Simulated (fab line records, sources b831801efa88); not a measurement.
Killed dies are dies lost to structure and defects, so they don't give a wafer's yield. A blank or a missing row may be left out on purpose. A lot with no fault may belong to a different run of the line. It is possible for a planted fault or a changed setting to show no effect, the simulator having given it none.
Chamber matching / flow gf180mcu / GF_HV_LDD_ETCHBACK_58 on rie diel-02: 4 sister chambers
The step etches Si3N4 in CH3F/O2, stops on SiO2, time 100 s, target depth 90 nm. 14 wafers are shown with their chamber, then 6 later ones without.

WAFERS, EACH WITH ITS CHAMBER
wafer=L691.2; chamber=1; drypump motor current A (A)=5.97; throttle valve pct (%)=10.545; oes product au (a.u.)=0.837
wafer=L691.5; chamber=2; drypump motor current A (A)=5.72; throttle valve pct (%)=10.566; oes product au (a.u.)=0.843
wafer=L691.6; chamber=1; drypump motor current A (A)=5.99; throttle valve pct (%)=10.564; oes product au (a.u.)=0.844
wafer=L692.3; chamber=0; drypump motor current A (A)=6.05; throttle valve pct (%)=10.561; oes product au (a.u.)=0.839
wafer=L692.4; chamber=0; drypump motor current A (A)=6.06; throttle valve pct (%)=10.558; oes product au (a.u.)=0.860
wafer=L692.5; chamber=2; drypump motor current A (A)=5.74; throttle valve pct (%)=10.559; oes product au (a.u.)=0.838
wafer=L695.1; chamber=0; drypump motor current A (A)=6.05; throttle valve pct (%)=10.565; oes product au (a.u.)=0.834
wafer=L695.3; chamber=1; drypump motor current A (A)=5.96; throttle valve pct (%)=10.581; oes product au (a.u.)=0.838
wafer=L695.4; chamber=1; drypump motor current A (A)=5.93; throttle valve pct (%)=10.552; oes product au (a.u.)=0.836
wafer=L696.1; chamber=3; drypump motor current A (A)=5.61; throttle valve pct (%)=10.542; oes product au (a.u.)=0.837
wafer=L696.3; chamber=0; drypump motor current A (A)=6.04; throttle valve pct (%)=10.557; oes product au (a.u.)=0.841
wafer=L696.5; chamber=1; drypump motor current A (A)=5.96; throttle valve pct (%)=10.553; oes product au (a.u.)=0.848
wafer=L698.3; chamber=3; drypump motor current A (A)=5.61; throttle valve pct (%)=10.575; oes product au (a.u.)=0.842
wafer=L698.5; chamber=0; drypump motor current A (A)=6.04; throttle valve pct (%)=10.566; oes product au (a.u.)=0.829

SIGNATURES, as means of the wafers listed above
reading=drypump motor current A; chamber 0=6.0480; chamber 1=5.9620; chamber 2=5.7300; chamber 3=5.6100; scatter within a chamber=0.0154
reading=throttle valve pct; chamber 0=10.56140; chamber 1=10.55900; chamber 2=10.56250; chamber 3=10.55850; scatter within a chamber=0.0119
reading=oes product au; chamber 0=0.84060; chamber 1=0.84060; chamber 2=0.84050; chamber 3=0.83950; scatter within a chamber=0.0083
Rule: for a wafer and a chamber, the distance is found by dividing, reading by reading, the gap between the wafer's reading and the chamber's mean by the reading's scatter, squaring, summing and taking the root. If the next closest chamber is less than 2 further off than the closest, the wafer can't be placed; otherwise it belongs to the closest. The scatter is the square root of a quotient: the sum, over the shown wafers, of each reading's squared deviation from its chamber's mean, divided by wafers minus chambers.

WAFERS MISSING THEIR CHAMBER
wafer=L705.4; drypump motor current A (A)=6.06; throttle valve pct (%)=10.547; oes product au (a.u.)=0.842
wafer=L705.5; drypump motor current A (A)=5.94; throttle valve pct (%)=10.548; oes product au (a.u.)=0.838
wafer=L705.6; drypump motor current A (A)=5.72; throttle valve pct (%)=10.543; oes product au (a.u.)=0.849
wafer=L713.1; drypump motor current A (A)=5.95; throttle valve pct (%)=10.568; oes product au (a.u.)=0.841
wafer=L713.3; drypump motor current A (A)=6.09; throttle valve pct (%)=10.564; oes product au (a.u.)=0.839
wafer=L713.6; drypump motor current A (A)=5.61; throttle valve pct (%)=10.567; oes product au (a.u.)=0.841

CHAMBER TAKEN BY EACH
wafer=L705.4; from the rows above=0; in truth=0
wafer=L705.5; from the rows above=1; in truth=1
wafer=L705.6; from the rows above=2; in truth=2
wafer=L713.1; from the rows above=1; in truth=1
wafer=L713.3; from the rows above=0; in truth=0
wafer=L713.6; from the rows above=3; in truth=3
Correct placement for 6 of the 6. From these rows, 0 cannot be placed. Wrongly placed: 0.
